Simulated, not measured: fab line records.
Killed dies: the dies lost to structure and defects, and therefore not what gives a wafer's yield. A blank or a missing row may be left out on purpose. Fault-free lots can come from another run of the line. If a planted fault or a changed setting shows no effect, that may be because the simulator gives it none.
Which tool is to blame? | flow gf180mcu | Sampling: 24 lots, 72 wafers, 6 of 602 route steps

## WHAT EACH GAUGE READ, for each wafer
GF_STI_THK_MEAS_22.
lot  | measured    | on            | STI_OXIDATION_01_THK (nm)
L074 | day 2 03:01 | film-metro-02 | 15.0 14.9 15.1
L075 | day 2 09:55 | film-metro-03 | 15.7 15.4 15.6
L076 | day 2 13:47 | film-metro-02 | 15.2 15.4 15.3
L077 | day 2 18:32 | film-metro-03 | 15.1 15.3 15.2
L078 | day 2 23:44 | film-metro-03 | 15.4 15.2 15.3
L079 | day 3 04:49 | film-metro-03 | 14.6 15.0 14.7
L080 | day 3 10:33 | film-metro-01 | 14.7 14.6 14.7
L081 | day 3 15:26 | film-metro-03 | 15.6 15.5 15.7
L082 | day 3 20:08 | film-metro-02 | 15.0 15.4 15.2
L083 | day 4 01:34 | film-metro-03 | 15.0 15.2 14.8
L084 | day 4 06:17 | film-metro-03 | 15.2 15.0 15.0
L085 | day 4 12:32 | film-metro-01 | 15.3 15.0 14.9
L086 | day 4 17:07 | film-metro-03 | 14.9 15.2 15.0
L087 | day 5 00:02 | film-metro-03 | 15.1 15.1 15.0
L088 | day 5 06:02 | film-metro-03 | 14.9 15.0 15.0
L089 | day 5 09:22 | film-metro-01 | 15.4 15.3 15.3
L090 | day 5 14:08 | film-metro-02 | 14.4 14.7 14.4
L091 | day 5 18:23 | film-metro-03 | 14.7 14.6 14.9
L092 | day 5 23:07 | film-metro-03 | 15.1 15.3 15.2
L093 | day 6 05:25 | film-metro-03 | 14.5 14.3 14.3
L094 | day 6 10:51 | film-metro-02 | 14.7 14.7 14.9
L095 | day 6 17:10 | film-metro-01 | 14.6 14.3 14.6
L096 | day 6 22:14 | film-metro-03 | 14.7 14.8 14.7
L097 | day 7 05:01 | film-metro-02 | 15.2 14.8 14.9

GF_M3_OVL_MEAS_15.
lot  | measured     | on         | M3_OVL (nm)
L074 | day 21 07:02 | overlay-02 | -1 3 4
L075 | day 22 03:19 | overlay-02 | 2 -5 0
L076 | day 22 02:58 | overlay-01 | -5 -8 1
L077 | day 22 07:55 | overlay-02 | 1 1 1
L078 | day 23 08:05 | overlay-02 | 1 -1 1
L079 | day 23 06:47 | overlay-02 | -7 -8 -11
L080 | day 23 19:46 | overlay-02 | -2 8 -5
L081 | day 24 02:02 | overlay-01 | -1 6 -7
L082 | day 24 05:11 | overlay-01 | 14 4 -1
L083 | day 25 00:35 | overlay-02 | 2 -2 7
L084 | day 25 01:35 | overlay-02 | 8 4 5
L085 | day 25 11:41 | overlay-02 | -3 -7 -6
L086 | day 25 14:00 | overlay-01 | 5 4 4
L087 | day 26 01:38 | overlay-01 | 1 4 -1
L088 | day 26 10:55 | overlay-02 | 6 1 6
L089 | day 26 14:35 | overlay-01 | 4 3 -1
L090 | day 26 15:07 | overlay-02 | -1 2 -4
L091 | day 27 06:20 | overlay-02 | 4 1 2
L092 | day 27 08:59 | overlay-01 | 12 2 4
L093 | day 27 18:01 | overlay-02 | 5 -6 6
L094 | day 28 09:22 | overlay-01 | -4 -5 1
L095 | day 28 09:53 | overlay-02 | -22 -6 2
L096 | day 28 16:43 | overlay-01 | 2 6 -11
L097 | day 28 21:53 | overlay-02 | 4 -3 2

GF_V5_BOW_MEAS_05.
lot  | measured     | on            | V5_BOW (um)
L074 | day 26 07:09 | film-metro-02 | 139 145 149
L075 | day 27 02:12 | film-metro-03 | 121 120 125
L076 | day 27 01:25 | film-metro-01 | 131 136 146
L077 | day 27 05:13 | film-metro-02 | 135 136 127
L078 | day 28 01:14 | film-metro-02 | 144 152 138
L079 | day 28 00:46 | film-metro-02 | 144 148 145
L080 | day 28 11:40 | film-metro-01 | 114 120 117
L081 | day 28 16:11 | film-metro-02 | 125 133 128
L082 | day 28 21:00 | film-metro-01 | 128 151 142
L083 | day 29 11:59 | film-metro-01 | 131 131 138
L084 | day 29 13:07 | film-metro-03 | 132 132 120
L085 | day 30 00:28 | film-metro-02 | 121 130 121
L086 | day 30 01:22 | film-metro-02 | 124 128 133
L087 | day 30 11:55 | film-metro-03 | 149 154 146
L088 | day 30 19:49 | film-metro-01 | 128 119 132
L089 | day 30 23:14 | film-metro-03 | 120 134 128
L090 | day 30 23:22 | film-metro-03 | 123 122 129
L091 | day 31 13:28 | film-metro-02 | 131 132 136
L092 | day 31 15:25 | film-metro-02 | 134 152 143
L093 | day 31 22:26 | film-metro-03 | 137 143 136
L094 | day 32 12:25 | film-metro-01 | 140 141 134
L095 | day 32 12:44 | film-metro-03 | 127 143 143
L096 | day 32 18:25 | film-metro-03 | 137 140 141
L097 | day 32 22:07 | film-metro-02 | 120 125 117

## WHICH TOOL RAN EACH LOT (tool, then ch and the chambers of the sampled wafers, then the start)
lot  | GF_M2_SPUTTER_02             | GF_V3_ETCH_17                                 | GF_M5_METAL_ETCH_10
L074 | pvd-sputter-02, day 18 02:01 | rie-diel-03 ch 0,1, day 26 05:56 or earlier   | rie-metal-01 ch 0,1, day 26 05:56
L075 | pvd-sputter-02, day 19 00:20 | rie-diel-03 ch 0,1,2, day 27 00:59 or earlier | rie-metal-01 ch 0,1, day 27 00:59
L076 | pvd-sputter-04, day 18 23:55 | rie-diel-01 ch 1,3, day 27 00:09 or earlier   | rie-metal-02 ch 0,1, day 27 00:09
L077 | pvd-sputter-04, day 19 04:13 | rie-diel-02 ch 2,3, day 27 03:58 or earlier   | rie-metal-04 ch 0,1, day 27 03:58
L078 | pvd-sputter-04, day 20 04:53 | rie-diel-02 ch 0,1,2, day 27 23:56 or earlier | rie-metal-02 ch 0,1, day 27 23:56
L079 | pvd-sputter-04, day 20 03:49 | rie-diel-03 ch 1,3, day 27 23:31 or earlier   | rie-metal-01 ch 0,1, day 27 23:31
L080 | pvd-sputter-04, day 20 19:59 | rie-diel-02 ch 0,1,2, day 28 10:27 or earlier | rie-metal-01 ch 0,1, day 28 10:27
L081 | pvd-sputter-03, day 21 00:58 | rie-diel-03 ch 1,3, day 28 14:59 or earlier   | rie-metal-04 ch 1, day 28 14:59
L082 | pvd-sputter-02, day 21 05:22 | rie-diel-03 ch 1,2,3, day 28 19:47 or earlier | rie-metal-02 ch 0,1, day 28 19:47
L083 | pvd-sputter-04, day 22 00:55 | rie-diel-01 ch 1,3, day 29 10:45 or earlier   | rie-metal-01 ch 0,1, day 29 10:45
L084 | pvd-sputter-02, day 22 01:17 | rie-diel-02 ch 0,1,3, day 29 11:53 or earlier | rie-metal-02 ch 0,1, day 29 11:53
L085 | pvd-sputter-03, day 22 12:51 | rie-diel-01 ch 1,3, day 29 23:14 or earlier   | rie-metal-04 ch 0,1, day 29 23:14
L086 | pvd-sputter-04, day 22 16:28 | rie-diel-01 ch 1,2,3, day 30 00:04 or earlier | rie-metal-01 ch 0,1, day 30 00:04
L087 | pvd-sputter-02, day 23 04:18 | rie-diel-01 ch 1,2,3, day 30 10:36 or earlier | rie-metal-01 ch 0,1, day 30 10:36
L088 | pvd-sputter-04, day 23 15:43 | rie-diel-01 ch 0,2,3, day 30 18:32 or earlier | rie-metal-02 ch 0,1, day 30 18:32
L089 | pvd-sputter-04, day 23 17:57 | rie-diel-03 ch 0,2, day 30 21:56 or earlier   | rie-metal-04 ch 0,1, day 30 21:56
L090 | pvd-sputter-04, day 23 20:14 | rie-diel-02 ch 1,3, day 30 22:00 or earlier   | rie-metal-01 ch 0,1, day 30 22:00
L091 | pvd-sputter-02, day 24 10:42 | rie-diel-01 ch 0,2,3, day 31 12:02 or earlier | rie-metal-04 ch 0,1, day 31 12:02
L092 | pvd-sputter-03, day 24 15:12 | rie-diel-01 ch 0,1,3, day 31 14:06 or earlier | rie-metal-04 ch 0,1, day 31 14:06
L093 | pvd-sputter-02, day 25 00:33 | rie-diel-01 ch 0,1,3, day 31 21:12 or earlier | rie-metal-04 ch 0,1, day 31 21:12
L094 | pvd-sputter-04, day 25 15:53 | rie-diel-01 ch 0,2,3, day 32 11:09 or earlier | rie-metal-04 ch 1, day 32 11:09
L095 | pvd-sputter-03, day 25 18:02 | rie-diel-03 ch 0,2,3, day 32 11:30 or earlier | rie-metal-01 ch 0,1, day 32 11:30
L096 | pvd-sputter-03, day 26 02:06 | rie-diel-01 ch 0,3, day 32 17:06 or earlier   | rie-metal-01 ch 0,1, day 32 17:06
L097 | pvd-sputter-03, day 26 06:12 | rie-diel-01 ch 0,3, day 32 20:50 or earlier   | rie-metal-01 ch 0,1, day 32 20:50
- GF_M2_SPUTTER_02: material AlCu, target thk 450 nm, time 23.9 s.
- GF_V3_ETCH_17: etches SiO2 in C4F8/O2/Ar, stops on TiN, target depth 635 nm.
- GF_M5_METAL_ETCH_10: etches the open film in Cl2/BCl3, stops on SiO2, target depth 627.5 nm, time 104.6 s.

## WHAT THE TOOLS THEMSELVES READ (means of the sampled wafers that have a number; where no wafer has one, the mark that the record gives instead)
GF_M2_SPUTTER_02.
lot  | tool           | chamber-pressure-pa (Pa) | throttle-valve-pct (%)
L074 | pvd-sputter-02 | 0.3992                   | 29.1
L075 | pvd-sputter-02 | 0.4003                   | 29.2
L076 | pvd-sputter-04 | 0.3998                   | 30.0
L077 | pvd-sputter-04 | 0.3996                   | 29.7
L078 | pvd-sputter-04 | 0.3998                   | 30.2
L079 | pvd-sputter-04 | 0.3997                   | 29.7
L080 | pvd-sputter-04 | 0.3999                   | 30.4
L081 | pvd-sputter-03 | 0.4001                   | 30.3
L082 | pvd-sputter-02 | 0.3999                   | 29.1
L083 | pvd-sputter-04 | 0.4010                   | 30.1
L084 | pvd-sputter-02 | 0.4002                   | 29.7
L085 | pvd-sputter-03 | 0.4003                   | 29.2
L086 | pvd-sputter-04 | 0.4000                   | 29.7
L087 | pvd-sputter-02 | 0.4001                   | 28.4
L088 | pvd-sputter-04 | 0.4000                   | 29.8
L089 | pvd-sputter-04 | 0.3997                   | 29.8
L090 | pvd-sputter-04 | 0.4001                   | 29.7
L091 | pvd-sputter-02 | 0.4004                   | 29.1
L092 | pvd-sputter-03 | 0.3997                   | 31.6
L093 | pvd-sputter-02 | 0.4005                   | 29.1
L094 | pvd-sputter-04 | 0.3998                   | 29.9
L095 | pvd-sputter-03 | 0.3999                   | 30.3
L096 | pvd-sputter-03 | 0.4002                   | 30.3
L097 | pvd-sputter-03 | 0.4003                   | 29.8

GF_V3_ETCH_17.
lot  | tool        | oes-product-au (a.u.)
L074 | rie-diel-03 | 0.854
L075 | rie-diel-03 | 0.859
L076 | rie-diel-01 | 0.857
L077 | rie-diel-02 | 0.857
L078 | rie-diel-02 | 0.850
L079 | rie-diel-03 | 0.856
L080 | rie-diel-02 | 0.853
L081 | rie-diel-03 | 0.854
L082 | rie-diel-03 | 0.856
L083 | rie-diel-01 | 0.856
L084 | rie-diel-02 | 0.856
L085 | rie-diel-01 | 0.858
L086 | rie-diel-01 | 0.857
L087 | rie-diel-01 | 0.859
L088 | rie-diel-01 | 0.855
L089 | rie-diel-03 | 0.851
L090 | rie-diel-02 | 0.853
L091 | rie-diel-01 | 0.856
L092 | rie-diel-01 | 0.856
L093 | rie-diel-01 | 0.856
L094 | rie-diel-01 | 0.856
L095 | rie-diel-03 | 0.859
L096 | rie-diel-01 | 0.853
L097 | rie-diel-01 | 0.854

GF_M5_METAL_ETCH_10.
lot  | tool         | drypump-motor-current-A (A) | oes-product-au (a.u.) | throttle-valve-pct (%)
L074 | rie-metal-01 | 5.4                         | 0.971                 | 28.258
L075 | rie-metal-01 | 5.1                         | 0.972                 | 28.246
L076 | rie-metal-02 | 5.6                         | 0.970                 | 28.243
L077 | rie-metal-04 | 6.2                         | 0.980                 | 28.243
L078 | rie-metal-02 | 5.6                         | 0.969                 | 28.246
L079 | rie-metal-01 | 5.1                         | 0.972                 | 28.238
L080 | rie-metal-01 | 5.3                         | 0.968                 | 28.245
L081 | rie-metal-04 | 5.2                         | 0.977                 | 28.250
L082 | rie-metal-02 | 5.4                         | 0.971                 | 28.244
L083 | rie-metal-01 | 5.1                         | 0.964                 | 28.254
L084 | rie-metal-02 | 5.4                         | 0.976                 | 28.247
L085 | rie-metal-04 | 6.1                         | 0.972                 | 28.246
L086 | rie-metal-01 | 5.1                         | 0.978                 | 28.252
L087 | rie-metal-01 | 5.1                         | 0.972                 | 28.239
L088 | rie-metal-02 | 5.6                         | 0.975                 | 28.251
L089 | rie-metal-04 | 6.2                         | 0.974                 | 28.246
L090 | rie-metal-01 | 5.1                         | 0.975                 | 28.245
L091 | rie-metal-04 | 5.7                         | 0.973                 | 28.249
L092 | rie-metal-04 | 6.2                         | 0.975                 | 28.244
L093 | rie-metal-04 | 6.2                         | 0.972                 | 28.252
L094 | rie-metal-04 | 5.2                         | 0.968                 | 28.257
L095 | rie-metal-01 | 5.4                         | 0.970                 | 28.257
L096 | rie-metal-01 | 5.4                         | 0.967                 | 28.256
L097 | rie-metal-01 | 5.4                         | 0.980                 | 28.238

## THE ANSWER, worked out from the rows above alone
Rule: the lots themselves supply what counts as usual. Put in order of their means at a reading, lots are off if they are a third of the lots or fewer, leave a main group of 4 or more, and stand apart from it by a gap of 3 or more times the standard deviation of the main group's means; of several such gaps the widest counts. If all means in a main group match to the digits the tables above print for the reading, that group is not used. A lot without any number at a reading at which 4 lots or more have one is off too. Any other lot the step has rows for is counted as sound. Order of review: gauges by route order, followed by the tools' own readings, for which a lot's mean as printed above is used. At the first step where some lot is off, the reading lying furthest off is the one used; lots without a number count as furthest.
Across all readings shown, no lot is off: no conclusion can be drawn from this.

## WHAT HAD BEEN PUT IN BY THE SIMULATOR
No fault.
